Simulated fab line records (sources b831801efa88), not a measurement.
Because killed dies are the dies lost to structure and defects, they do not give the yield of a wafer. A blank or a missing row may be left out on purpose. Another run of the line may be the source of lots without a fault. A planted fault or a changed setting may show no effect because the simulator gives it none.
Which tool was responsible? ; flow sky130 ; 10 lots (30 wafers sampled), 1 step of a 708-step route

WHAT THE GAUGES READ, wafer by wafer
SKY_LDD_LDN_OVL_MEAS_07.
lot;measured;on;LDD_LDN_OVL (nm)
L567;day 23 12:41;overlay-01;2.6 3.1 3.2
L570;day 24 15:57;overlay-01;-0.7 0.7 -0.7
L572;day 25 01:08;overlay-01;1.3 2.1 1.4
L577;day 27 08:17;overlay-02;0.6 1.3 -1.0
L581;day 29 05:43;overlay-02;0.4 -0.1 0.9
L580;day 29 05:44;overlay-01;-1.3 -0.3 0.9
L584;day 29 10:59;overlay-01;1.2 1.2 0.3
L585;day 30 01:18;overlay-01;0.6 0.6 -0.2
L587;day 31 07:29;overlay-01;-0.5 -0.2 -1.1
L588;day 31 08:53;overlay-02;2.4 1.6 0.1

EACH LOT AND THE TOOL THAT RAN IT (in order: tool; ch and the chambers of the sampled wafers; start)
Before these readings, the record contains no process step.

THE ANSWER, worked out from the rows above alone
Rule: the usual values come from the lots themselves. The widest of any qualifying gaps counts: lots, ordered by their means at a reading, are off when they make up no more than a third of the lots, leave a main group of 4 or more, and stand apart from it by 3 or more times the standard deviation of that group's means. A main group whose means are all the same, to the digits that the tables above print for the reading, isn't used. Also off: a lot with no number at a reading for which 4 or more lots have one. All remaining lots with rows at the step are treated as sound.
Across all readings shown, no lot is off: no conclusion can be drawn from this.

WHAT WAS PUT IN BY THE SIMULATOR
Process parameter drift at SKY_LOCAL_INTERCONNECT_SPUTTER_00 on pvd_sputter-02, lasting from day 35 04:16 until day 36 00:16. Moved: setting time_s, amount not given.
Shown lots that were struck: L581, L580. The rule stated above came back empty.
